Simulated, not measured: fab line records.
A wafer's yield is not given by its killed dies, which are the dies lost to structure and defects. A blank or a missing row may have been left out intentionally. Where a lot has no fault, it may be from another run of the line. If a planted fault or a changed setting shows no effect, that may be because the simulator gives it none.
fab line records	flow sky130
record lots=13	wafers=39	last-day=50
route steps=708 shown VT_ADJUST_HVTP@96 VT_ADJUST_LVTN@106 SONOS_ONO@177 GATE_OXIDE@201 PAD_OPEN@708
lots that met no fault: from a run of the same line without faults
start-h: hours from the record's first day to the start of the lot's first wafer shown	wait-h: hours since the lot's step before	" unchanged from the row above	L1.1+2: one row covering several wafers at once	- no value, or no start was given	* or withheld: withheld	< > ~ a bound
route shown NAME@n: a module of which the file shows steps, and the number in the route of the first	usual: average and standard deviation across the fault-free wafers	same: alike in all rows	chamber/n: place in a boat	sites: per-site readings	_std_site: standard deviation across them	_edge_site: mean of outer sites minus mean of inner sites	radius-mm: how far each site lies from the wafer's centre	mask NAME#n: copy n	behind: the last tool/chamber to shape the wafer	hold: the reason the lot was held/the length of the hold in hours/how it ended	device: which transistor (n, p or np) failed to switch	end of line: the same wafers' tests at the end of the route	for a step that has no rows: nothing shown but its recipe	killed: dies lost to structure and defects at the first sort, not the wafer's yield	map: a wafer's dies, marking killed ones x, the rest . and places with no die _
set.NAME: the setting as run; set.NAME@STEP: as run at that earlier step	model.NAME: the simulator's own value behind a step, which no gauge read
the route's steps for a sample of lots (tables are steps, rows are wafers)
services: the hour from which a tool's chamber was out of use, counted from the record's first day as start-h (under 0 if before that day), plus the number of hours and why
## steps
# step SKY_VT_ADJUST_HVTP_TW_MEAS_11
# usual VT_ADJUST_HVTP_TW=1361/11
lot.wafer	tool	chamber	start-h	wait-h	VT_ADJUST_HVTP_TW
L204.2	film-metro-03	-	123.75	0.1	1369
L204.4	"	-	"	"	1374
L204.5	"	-	"	"	1372
L205.1	film-metro-01	-	128.79	0.1	1335
L205.2	"	-	"	"	1332
L205.4	"	-	"	"	1341
L206.1	film-metro-02	-	139.24	0.1	1356
L206.2	"	-	"	"	1358
L206.5	"	-	"	"	1362
L207.1	film-metro-03	-	140.20	0.1	1369
L207.3	"	-	"	"	1367
L207.4	"	-	"	"	1368
L212.1	film-metro-01	-	173.55	0.1	1349
L212.4	"	-	"	"	1350
L212.6	"	-	"	"	1349
L214.2	film-metro-01	-	192.10	0.1	1354
L214.3	"	-	"	"	1357
L214.5	"	-	"	"	1358
L215.1	film-metro-02	-	198.95	0.1	1355
L215.2	"	-	"	"	1361
L215.3	"	-	"	"	1363
L219.1	film-metro-03	-	219.49	0.1	1371
L219.2	"	-	"	"	1368
L219.3	"	-	"	"	1373
L222.1	film-metro-03	-	238.95	0.1	1373
L222.4	"	-	"	"	1368
L222.5	"	-	"	"	1371
L224.1	film-metro-01	-	249.99	0.1	1351
L224.3	"	-	"	"	1348
L224.4	"	-	"	"	1335
L225.2	film-metro-03	-	253.90	0.1	1362
L225.3	"	-	"	"	1364
L225.6	"	-	"	"	1372
L226.2	film-metro-02	-	259.86	0.1	1361
L226.4	"	-	"	"	1366
L226.6	"	-	"	"	1359
L227.1	film-metro-02	-	275.69	0.1	1361
L227.3	"	-	"	"	1361
L227.4	"	-	"	"	1365
# step SKY_VT_ADJUST_LVTN_STRIP_09
# recipe chemistry=O2/N2	power-w=1400	pressure-mtorr=1500	platen-temp-c=withheld	o2-flow-sccm=3000	n2-flow-sccm=300	overash-fraction=0.5
# usual drypump-motor-current-A=5.7/0.6	oes-product-au=0.722/0.0044	strip-time-to-endpoint-s=36.95/0.12
lot.wafer	tool	chamber	start-h	wait-h	drypump-motor-current-A	oes-product-au	rf-hours-counter-h	strip-time-to-endpoint-s
L204.2	plasma-asher-04	0	142.38	0.1	4.8	0.725	32	37.03
L204.4	"	0	"	"	4.7	0.720	-	36.97
L204.5	"	0	"	"	4.7	0.714	-	37.04
L205.1	plasma-asher-04	0	148.23	0.1	4.7	0.721	33	37.11
L205.2	"	1	"	"	5.3	0.721	33	37.12
L205.4	"	0	"	"	4.7	0.716	-	37.04
L206.1	plasma-asher-01	1	159.27	0.1	5.7	0.723	48	36.98
L206.2	"	0	"	"	5.8	0.726	48	36.92
L206.5	"	0	"	"	5.8	0.721	-	37.21
L207.1	plasma-asher-04	0	160.73	0.1	4.7	0.725	34	37.03
L207.3	"	1	"	"	5.4	0.721	-	36.94
L207.4	"	0	"	"	4.8	0.722	-	36.98
L212.1	plasma-asher-01	0	195.18	0.1	5.8	0.720	50	36.80
L212.4	"	0	"	"	5.9	0.717	-	36.92
L212.6	"	1	"	"	5.6	0.723	-	36.94
L214.2	plasma-asher-01	0	214.02	0.1	5.8	0.726	52	36.74
L214.3	"	0	"	"	5.8	0.729	-	36.73
L214.5	"	0	"	"	5.8	0.720	-	36.74
L215.1	plasma-asher-01	0	220.78	0.1	5.8	0.714	53	36.98
L215.2	"	1	"	"	5.6	0.723	53	37.05
L215.3	"	1	"	"	5.7	0.717	-	36.94
L219.1	plasma-asher-02	1	242.13	0.1	6.0	0.722	57	36.90
L219.2	"	0	"	"	6.6	0.725	57	36.93
L219.3	"	1	"	"	6.1	0.722	-	36.85
L222.1	plasma-asher-04	0	262.68	0.1	4.7	0.720	44	36.92
L222.4	"	0	"	"	4.7	0.723	-	36.92
L222.5	"	1	"	"	5.4	0.723	-	36.85
L224.1	plasma-asher-01	0	274.07	0.1	5.9	0.730	58	37.06
L224.3	"	0	"	"	5.9	0.730	-	37.01
L224.4	"	1	"	"	5.6	0.724	-	37.07
L225.2	plasma-asher-02	0	278.33	0.1	6.6	0.725	60	36.97
L225.3	"	1	"	"	6.1	0.730	-	36.86
L225.6	"	1	"	"	6.1	0.724	-	36.85
L226.2	plasma-asher-02	0	284.63	0.1	6.6	0.730	61	36.93
L226.4	"	1	"	"	6.0	0.725	-	36.97
L226.6	"	0	"	"	6.6	0.732	-	37.05
L227.1	plasma-asher-01	1	300.77	0.1	5.7	0.727	60	36.79
L227.3	"	1	"	"	5.7	0.717	-	36.79
L227.4	"	0	"	"	5.9	0.725	-	36.98
# step SKY_SONOS_ONO_SOFTBAKE_09
# recipe temp-c=90	time-s=60	resist=NOVOLAK
# usual heater-power-total-W=56.60/0.044	plate-temp-C=90.01/0.11
lot.wafer	tool	chamber	start-h	wait-h	heater-power-total-W	plate-temp-C
L204.2	litho-track-02	0	268.41	0.1	56.56	89.98
L204.4	"	0	"	"	56.58	89.95
L204.5	"	0	"	"	56.62	89.84
L205.1	litho-track-04	0	275.58	0.1	56.56	89.91
L205.2	"	0	"	"	56.60	89.95
L205.4	"	0	"	"	56.51	89.90
L206.1	litho-track-03	0	289.39	0.1	56.53	90.12
L206.2	"	0	"	"	56.57	90.02
L206.5	"	0	"	"	56.63	89.98
L207.1	litho-track-03	0	290.29	0.1	56.56	90.10
L207.3	"	0	"	"	56.51	90.10
L207.4	"	0	"	"	56.58	90.04
L212.1	litho-track-03	0	335.59	0.1	56.61	89.98
L212.4	"	0	"	"	56.62	90.16
L212.6	"	0	"	"	56.62	89.97
L214.2	litho-track-03	0	357.27	0.1	57.12	90.73
L214.3	"	0	"	"	57.18	90.68
L214.5	"	0	"	"	57.18	90.59
L215.1	litho-track-03	0	367.54	0.1	57.18	90.61
L215.2	"	0	"	"	57.19	90.53
L215.3	"	0	"	"	57.21	90.65
L219.1	litho-track-04	0	392.83	0.1	56.59	89.90
L219.2	"	0	"	"	56.54	90.09
L219.3	"	0	"	"	56.61	90.15
L222.1	litho-track-02	0	418.43	0.1	56.53	89.90
L222.4	"	0	"	"	56.49	90.09
L222.5	"	0	"	"	56.69	90.13
L224.1	litho-track-04	0	429.93	0.1	56.58	89.92
L224.3	"	0	"	"	56.65	89.90
L224.4	"	0	"	"	56.67	90.04
L225.2	litho-track-04	0	440.86	0.1	56.68	90.17
L225.3	"	0	"	"	56.60	89.85
L225.6	"	0	"	"	56.61	89.84
L226.2	litho-track-03	0	445.52	0.1	56.59	89.93
L226.4	"	0	"	"	56.60	89.99
L226.6	"	0	"	"	56.56	89.89
L227.1	litho-track-02	0	462.38	0.1	56.66	89.84
L227.3	"	0	"	"	56.59	90.07
L227.4	"	0	"	"	56.59	90.07
# step SKY_GATE_OXIDE_TW_MEAS_14
# usual GATE_OXIDE_TW=225.7/1.1
lot.wafer	tool	chamber	start-h	wait-h	GATE_OXIDE_TW
L204.2	film-metro-03	-	309.99	0.1	224.4
L204.4	"	-	"	"	224.9
L204.5	"	-	"	"	223.4
L205.1	film-metro-02	-	316.23	0.1	224.8
L205.2	"	-	"	"	225.8
L205.4	"	-	"	"	225.5
L206.1	film-metro-04	-	331.23	0.1	226.4
L206.2	"	-	"	"	226.9
L206.5	"	-	"	"	227.8
L207.1	film-metro-03	-	331.77	0.1	226.7
L207.3	"	-	"	"	225.9
L207.4	"	-	"	"	226.0
L212.1	film-metro-02	-	379.74	0.1	225.5
L212.4	"	-	"	"	223.5
L212.6	"	-	"	"	224.3
L214.2	film-metro-03	-	402.73	0.1	225.1
L214.3	"	-	"	"	224.4
L214.5	"	-	"	"	224.8
L215.1	film-metro-04	-	413.63	0.1	227.1
L215.2	"	-	"	"	227.7
L215.3	"	-	"	"	225.6
L219.1	film-metro-03	-	440.58	0.1	225.8
L219.2	"	-	"	"	225.4
L219.3	"	-	"	"	226.7
L222.1	film-metro-02	-	467.77	0.1	225.2
L222.4	"	-	"	"	223.9
L222.5	"	-	"	"	225.1
L224.1	film-metro-04	-	476.98	0.1	226.3
L224.3	"	-	"	"	227.1
L224.4	"	-	"	"	227.2
L225.2	film-metro-04	-	491.43	0.1	227.4
L225.3	"	-	"	"	227.6
L225.6	"	-	"	"	228.4
L226.2	film-metro-02	-	496.58	0.1	225.9
L226.4	"	-	"	"	225.3
L226.6	"	-	"	"	225.2
L227.1	film-metro-02	-	513.38	0.1	223.6
L227.3	"	-	"	"	225.9
L227.4	"	-	"	"	224.5
# step SKY_PAD_OPEN_PROBE_99
# usual killed_at_M0_to_M3=42/7.6	killed_at_M4_up=2.9/1.7	killed-at-contacts=24/5.1	killed-at-front-end=15/4	killed-at-other=0.2/0.38	killed-dies=84/9.9	killed-open=46/7.2	killed-short=38/6.6
# same gross-dies=492	killed-at-back-side=0
lot.wafer	tool	chamber	start-h	wait-h	killed_at_M0_to_M3	killed_at_M4_up	killed-at-contacts	killed-at-front-end	killed-at-other	killed-dies	killed-open	killed-short
L204.2	prober-02	-	1078.04	0.1	48	1	23	14	0	86	43	43
L204.4	prober-02	-	1078.14	0.2	48	4	17	22	0	91	45	46
L204.5	prober-02	-	1078.19	0.2	58	3	28	11	0	100	59	41
L205.1	prober-01	-	1084.80	0.1	40	4	25	16	0	85	45	40
L205.2	prober-01	-	1084.85	0.1	37	3	21	17	0	78	34	44
L205.4	prober-01	-	1084.95	0.2	44	1	23	16	0	84	48	36
L206.1	prober-02	-	1091.66	0.1	40	1	25	15	0	81	43	38
L206.2	prober-02	-	1091.71	0.1	44	3	27	19	0	93	46	47
L206.5	prober-02	-	1091.86	0.2	45	4	19	21	0	89	45	44
L207.1	prober-01	-	1095.14	0.1	48	0	30	13	0	91	58	33
L207.3	prober-01	-	1095.24	0.2	27	1	22	17	1	68	36	32
L207.4	prober-01	-	1095.29	0.2	39	3	21	20	0	83	39	44
L212.1	prober-02	-	1131.06	0.1	28	2	18	13	0	61	25	36
L212.4	prober-02	-	1131.21	0.2	32	2	18	18	0	70	36	34
L212.6	prober-02	-	1131.31	0.2	37	5	15	13	1	71	32	39
L214.2	prober-02	-	1141.96	0.1	50	3	37	13	0	103	58	45
L214.3	prober-02	-	1142.01	0.2	30	1	24	10	0	65	40	25
L214.5	prober-02	-	1142.11	0.2	50	4	23	12	0	89	60	29
L215.1	prober-01	-	1153.26	0.1	40	1	32	11	0	84	45	39
L215.2	prober-01	-	1153.31	0.1	44	4	23	14	1	86	46	40
L215.3	prober-01	-	1153.36	0.2	37	2	31	18	0	88	48	40
L219.1	prober-01	-	1165.40	0.1	42	4	16	15	0	77	44	33
L219.2	prober-01	-	1165.45	0.1	33	3	23	17	0	76	37	39
L219.3	prober-01	-	1165.50	0.2	47	4	25	20	0	96	48	48
L222.1	prober-02	-	1182.30	0.1	52	5	24	15	0	96	56	40
L222.4	prober-02	-	1182.45	0.2	43	3	24	19	0	89	46	43
L222.5	prober-02	-	1182.50	0.2	47	4	31	12	0	94	57	37
L224.1	prober-02	-	1184.55	0.1	45	1	33	12	1	92	46	46
L224.3	prober-02	-	1184.65	0.2	36	1	24	15	0	76	46	30
L224.4	prober-02	-	1184.70	0.2	51	5	33	14	1	104	63	41
L225.2	prober-01	-	1193.76	0.1	41	2	24	18	1	86	48	38
L225.3	prober-01	-	1193.81	0.2	41	2	23	12	0	78	37	41
L225.6	prober-01	-	1193.96	0.2	41	3	20	9	1	74	34	40
L226.2	prober-02	-	1196.37	0.1	40	3	27	10	0	80	43	37
L226.4	prober-02	-	1196.47	0.2	43	1	24	14	0	82	42	40
L226.6	prober-02	-	1196.57	0.2	42	3	30	15	0	90	45	45
L227.1	prober-01	-	1203.86	0.1	49	2	27	7	1	86	60	26
L227.3	prober-01	-	1203.96	0.2	43	3	29	11	0	86	50	36
L227.4	prober-01	-	1204.01	0.2	36	3	30	16	0	85	52	33
# killed by level:class
L204.2 VIA1:geometric-particle:open=10 CONTACT:geometric-particle:open=8 METAL2:geometric-particle:short=7 VIA2:geometric-particle:open=7 FIELD_ISO:geometric-particle:short=6 LI_CONTACT:geometric-particle:open=5 VIA1:geometric-particle:short=5 VIA3:geometric-particle:short=4
L204.4 VIA1:geometric-particle:open=11 CONTACT:geometric-particle:open=7 METAL2:geometric-particle:short=7 FIELD_ISO:geometric-particle:short=6 VIA2:geometric-particle:open=6 LI_CONTACT:geometric-particle:open=5 SPACER:geometric-particle:short=5 METAL1:geometric-particle:short=5
L204.5 VIA2:geometric-particle:open=12 CONTACT:geometric-particle:open=12 VIA1:geometric-particle:open=9 LI_CONTACT:geometric-particle:open=6 METAL1:geometric-particle:short=6 VIA3:geometric-particle:open=6 LOCAL_INTERCONNECT:geometric-particle:short=5 METAL3:geometric-particle:short=5
L205.1 CONTACT:geometric-particle:open=9 VIA1:geometric-particle:open=9 VIA3:geometric-particle:open=7 LI_CONTACT:geometric-particle:open=6 VIA2:geometric-particle:open=6 FIELD_ISO:geometric-particle:short=5 CONTACT:geometric-particle:short=5 METAL2:geometric-particle:short=5
L205.2 VIA1:geometric-particle:short=9 VIA1:geometric-particle:open=7 LI_CONTACT:geometric-particle:open=5 CONTACT:geometric-particle:short=5 FIELD_ISO:geometric-particle:short=4 POLY_GATE:geometric-particle:short=4 LOCAL_INTERCONNECT:geometric-particle:short=4 CONTACT:geometric-particle:open=4
L205.4 CONTACT:geometric-particle:open=12 VIA1:geometric-particle:open=12 METAL2:geometric-particle:short=8 VIA2:geometric-particle:open=5 VIA1:geometric-particle:short=5 VIA3:geometric-particle:open=5 FIELD_ISO:geometric-particle:open=4 LOCAL_INTERCONNECT:geometric-particle:short=4
L206.1 LI_CONTACT:geometric-particle:open=11 VIA1:geometric-particle:open=7 VIA1:geometric-particle:short=6 POLY_GATE:geometric-particle:short=5 VIA2:geometric-particle:open=5 METAL3:geometric-particle:short=5 LOCAL_INTERCONNECT:geometric-particle:short=4 VIA2:geometric-particle:short=4
L206.2 VIA3:geometric-particle:open=11 FIELD_ISO:geometric-particle:short=8 LOCAL_INTERCONNECT:geometric-particle:short=7 VIA1:geometric-particle:open=7 LI_CONTACT:geometric-particle:open=6 CONTACT:geometric-particle:short=5 CONTACT:geometric-particle:open=5 VIA1:geometric-particle:short=5
L206.5 METAL1:geometric-particle:short=9 LI_CONTACT:geometric-particle:open=8 VIA1:geometric-particle:open=8 FIELD_ISO:geometric-particle:short=7 VIA2:geometric-particle:short=6 FIELD_ISO:geometric-particle:open=4 CONTACT:geometric-particle:open=4 LOCAL_INTERCONNECT:geometric-particle:short=4
L207.1 CONTACT:geometric-particle:open=19 VIA1:geometric-particle:short=11 VIA2:geometric-particle:open=9 VIA1:geometric-particle:open=7 FIELD_ISO:geometric-particle:open=6 METAL2:geometric-particle:short=6 LI_CONTACT:geometric-particle:open=5 CONTACT:geometric-particle:short=4
L207.3 LI_CONTACT:geometric-particle:open=8 CONTACT:geometric-particle:open=8 FIELD_ISO:geometric-particle:short=5 FIELD_ISO:geometric-particle:open=5 METAL1:geometric-particle:short=5 METAL2:geometric-particle:short=5 POLY_GATE:geometric-particle:open=4 VIA3:geometric-particle:open=4
L207.4 LI_CONTACT:geometric-particle:open=9 VIA1:geometric-particle:open=8 POLY_GATE:geometric-particle:short=6 METAL2:geometric-particle:short=6 VIA2:geometric-particle:open=5 METAL1:geometric-particle:short=5 POLY_GATE:geometric-particle:open=4 CONTACT:geometric-particle:open=4
L212.1 CONTACT:geometric-particle:open=8 POLY_GATE:geometric-particle:short=6 VIA1:geometric-particle:open=6 METAL2:geometric-particle:short=6 LOCAL_INTERCONNECT:geometric-particle:short=5 CONTACT:geometric-particle:short=4 VIA1:geometric-particle:short=4 METAL1:geometric-particle:short=3
L212.4 VIA1:geometric-particle:short=9 VIA1:geometric-particle:open=7 FIELD_ISO:geometric-particle:open=5 LOCAL_INTERCONNECT:geometric-particle:short=5 CONTACT:geometric-particle:open=5 POLY_GATE:geometric-particle:open=4 LI_CONTACT:geometric-particle:open=4 METAL1:geometric-particle:short=4
L212.6 VIA1:geometric-particle:open=7 CONTACT:geometric-particle:open=5 POLY_GATE:geometric-particle:short=4 VIA1:geometric-particle:short=4 VIA2:geometric-particle:open=4 METAL2:geometric-particle:short=4 METAL4:geometric-particle:short=4 FIELD_ISO:geometric-particle:short=3
L214.2 CONTACT:geometric-particle:open=18 VIA2:geometric-particle:open=10 LI_CONTACT:geometric-particle:open=8 VIA1:geometric-particle:open=8 VIA1:geometric-particle:short=8 METAL2:geometric-particle:short=7 METAL1:geometric-particle:short=6 LI_CONTACT:geometric-particle:short=4
L214.3 CONTACT:geometric-particle:open=9 VIA1:geometric-particle:open=8 LI_CONTACT:geometric-particle:open=5 VIA3:geometric-particle:open=5 POLY_GATE:geometric-particle:short=4 CONTACT:geometric-particle:short=4 LOCAL_INTERCONNECT:geometric-particle:short=3 METAL1:geometric-particle:short=3
L214.5 VIA1:geometric-particle:open=13 CONTACT:geometric-particle:open=9 VIA2:geometric-particle:open=8 VIA3:geometric-particle:open=8 POLY_GATE:geometric-particle:open=6 LI_CONTACT:geometric-particle:open=5 CONTACT:geometric-particle:short=5 METAL1:geometric-particle:short=5
L215.1 VIA1:geometric-particle:open=12 CONTACT:geometric-particle:open=12 LOCAL_INTERCONNECT:geometric-particle:short=6 CONTACT:geometric-particle:short=6 METAL2:geometric-particle:short=6 LI_CONTACT:geometric-particle:open=5 VIA3:geometric-particle:open=4 VIA1:geometric-particle:short=4
L215.2 VIA2:geometric-particle:open=10 METAL2:geometric-particle:short=9 VIA1:geometric-particle:open=7 CONTACT:geometric-particle:open=6 METAL3:geometric-particle:short=5 FIELD_ISO:geometric-particle:short=4 LI_CONTACT:geometric-particle:short=4 LOCAL_INTERCONNECT:geometric-particle:short=4
L215.3 LI_CONTACT:geometric-particle:open=12 VIA1:geometric-particle:open=8 CONTACT:geometric-particle:open=6 CONTACT:geometric-particle:short=6 VIA3:geometric-particle:open=6 VIA3:geometric-particle:short=6 METAL2:geometric-particle:short=5 FIELD_ISO:geometric-particle:open=4
L219.1 VIA2:geometric-particle:open=13 VIA1:geometric-particle:open=12 FIELD_ISO:geometric-particle:open=6 CONTACT:geometric-particle:short=6 CONTACT:geometric-particle:open=4 METAL2:geometric-particle:short=4 VIA2:geometric-particle:short=4 FIELD_ISO:geometric-particle:short=3
L219.2 CONTACT:geometric-particle:short=9 VIA1:geometric-particle:open=8 CONTACT:geometric-particle:open=6 METAL1:geometric-particle:short=5 POLY_GATE:geometric-particle:short=4 LI_CONTACT:geometric-particle:open=4 METAL1:geometric-particle:open=4 SPACER:geometric-particle:open=3
L219.3 VIA1:geometric-particle:open=11 METAL1:geometric-particle:short=9 LI_CONTACT:geometric-particle:open=8 POLY_GATE:geometric-particle:short=7 VIA2:geometric-particle:open=7 LOCAL_INTERCONNECT:geometric-particle:short=6 CONTACT:geometric-particle:open=6 METAL3:geometric-particle:short=6
L222.1 VIA1:geometric-particle:open=13 CONTACT:geometric-particle:open=9 VIA2:geometric-particle:open=9 LI_CONTACT:geometric-particle:open=8 POLY_GATE:geometric-particle:open=7 METAL2:geometric-particle:short=7 METAL1:geometric-particle:short=6 VIA3:geometric-particle:open=5
L222.4 CONTACT:geometric-particle:open=9 VIA1:geometric-particle:open=8 CONTACT:geometric-particle:short=7 VIA3:geometric-particle:open=6 POLY_GATE:geometric-particle:short=5 METAL1:geometric-particle:short=5 VIA1:geometric-particle:short=5 VIA2:geometric-particle:open=5
L222.5 CONTACT:geometric-particle:open=12 VIA3:geometric-particle:open=11 LI_CONTACT:geometric-particle:open=8 VIA2:geometric-particle:open=6 VIA1:geometric-particle:open=5 METAL1:geometric-particle:short=5 VIA1:geometric-particle:short=5 VIA3:geometric-particle:short=5
L224.1 CONTACT:geometric-particle:open=14 METAL2:geometric-particle:short=9 VIA1:geometric-particle:open=9 LI_CONTACT:geometric-particle:open=8 METAL1:geometric-particle:short=7 LI_CONTACT:geometric-particle:short=6 VIA3:geometric-particle:open=5 POLY_GATE:geometric-particle:short=4
L224.3 CONTACT:geometric-particle:open=11 VIA1:geometric-particle:open=8 VIA2:geometric-particle:open=8 VIA1:geometric-particle:short=6 LI_CONTACT:geometric-particle:open=5 CONTACT:geometric-particle:short=5 FIELD_ISO:geometric-particle:open=4 SPACER:geometric-particle:open=4
L224.4 VIA1:geometric-particle:open=12 LI_CONTACT:geometric-particle:open=11 CONTACT:geometric-particle:open=10 VIA3:geometric-particle:open=8 LOCAL_INTERCONNECT:geometric-particle:short=7 METAL2:geometric-particle:short=6 FIELD_ISO:geometric-particle:open=5 VIA2:geometric-particle:open=5
L225.2 VIA2:geometric-particle:open=8 VIA1:geometric-particle:open=8 FIELD_ISO:geometric-particle:open=7 CONTACT:geometric-particle:open=7 METAL2:geometric-particle:short=7 LI_CONTACT:geometric-particle:open=6 FIELD_ISO:geometric-particle:short=5 LOCAL_INTERCONNECT:geometric-particle:short=5
L225.3 VIA1:geometric-particle:open=7 VIA2:geometric-particle:open=6 LI_CONTACT:geometric-particle:open=5 CONTACT:geometric-particle:short=5 VIA3:geometric-particle:open=5 FIELD_ISO:geometric-particle:short=4 POLY_GATE:geometric-particle:short=4 LOCAL_INTERCONNECT:geometric-particle:short=4
L225.6 VIA1:geometric-particle:open=9 CONTACT:geometric-particle:short=8 METAL2:geometric-particle:short=7 CONTACT:geometric-particle:open=5 VIA1:geometric-particle:short=5 LI_CONTACT:geometric-particle:open=4 METAL1:geometric-particle:short=4 METAL1:geometric-particle:open=3
L226.2 VIA1:geometric-particle:open=12 CONTACT:geometric-particle:short=8 METAL1:geometric-particle:short=7 CONTACT:geometric-particle:open=6 LI_CONTACT:geometric-particle:open=5 VIA2:geometric-particle:open=5 VIA3:geometric-particle:open=5 FIELD_ISO:geometric-particle:open=4
L226.4 CONTACT:geometric-particle:open=9 LOCAL_INTERCONNECT:geometric-particle:short=7 VIA2:geometric-particle:open=7 VIA1:geometric-particle:open=6 VIA3:geometric-particle:open=6 METAL1:geometric-particle:short=5 VIA3:geometric-particle:short=5 METAL2:geometric-particle:short=4
L226.6 VIA1:geometric-particle:open=10 CONTACT:geometric-particle:short=9 CONTACT:geometric-particle:open=8 METAL1:geometric-particle:short=7 LI_CONTACT:geometric-particle:open=6 LOCAL_INTERCONNECT:geometric-particle:short=5 METAL2:geometric-particle:short=5 VIA3:geometric-particle:open=5
L227.1 VIA2:geometric-particle:open=15 LI_CONTACT:geometric-particle:open=11 CONTACT:geometric-particle:open=10 VIA1:geometric-particle:open=10 LOCAL_INTERCONNECT:geometric-particle:short=4 VIA1:geometric-particle:short=4 VIA3:geometric-particle:open=4 METAL1:geometric-particle:short=3
L227.3 VIA1:geometric-particle:open=10 CONTACT:geometric-particle:open=10 LI_CONTACT:geometric-particle:open=8 POLY_GATE:geometric-particle:open=5 VIA2:geometric-particle:open=5 VIA3:geometric-particle:open=5 METAL2:geometric-particle:short=5 CONTACT:geometric-particle:short=4
L227.4 LI_CONTACT:geometric-particle:open=11 CONTACT:geometric-particle:open=10 VIA3:geometric-particle:open=7 POLY_GATE:geometric-particle:open=6 VIA2:geometric-particle:open=6 METAL1:geometric-particle:short=5 VIA1:geometric-particle:open=5 FIELD_ISO:geometric-particle:short=4
## services
tool	chamber	start-h	hours	kind
plasma-asher-01	-	127.37	2.8	pm
plasma-asher-01	-	178.17	14.6	pm
plasma-asher-02	-	213.26	2.0	repair
plasma-asher-01	-	245.51	0.6	repair
plasma-asher-04	-	385.03	4.6	repair
plasma-asher-02	-	421.25	9.0	pm
plasma-asher-02	0	421.25	9.0	vent-cycle
plasma-asher-02	1	421.25	9.0	vent-cycle
plasma-asher-02	0	430.25	-	clean
plasma-asher-02	1	430.25	-	clean
plasma-asher-02	-	450.82	4.3	repair
## key
first-sign step=SKY_SONOS_ONO_SOFTBAKE_09	reading=heater-power-total-W	direction=up	sigmas=13	usual=*	struck=*
effect step=SKY_SONOS_ONO_SOFTBAKE_09	reading=plate-temp-C	direction=up	sigmas=5.6	usual=*	struck=*
met-at SKY_SONOS_ONO_SOFTBAKE_09
struck-lots L214,L215
tester-left-out L214,L215
not-acting-at SKY_VT_ADJUST_HVTP_TW_MEAS_11,SKY_VT_ADJUST_LVTN_STRIP_09,SKY_GATE_OXIDE_TW_MEAS_14
onset-between 335.59 357.27
fault kind=process-parameter-drift	tool=litho-track-03	chamber=-	onset-h=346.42	steps=SKY_SONOS_ONO_SOFTBAKE_09	channel=temp-c	offset=*	shape=step	end-h=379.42	acts-in=*	stated=*
# tester-left-out: of these lots the tester's yield and bins aren't shown, on N5 and GAA mostly nor the transistor test; their killed dies are dies lost to structure and defects alone, not to doping, threshold or leakage, so they don't give the yield
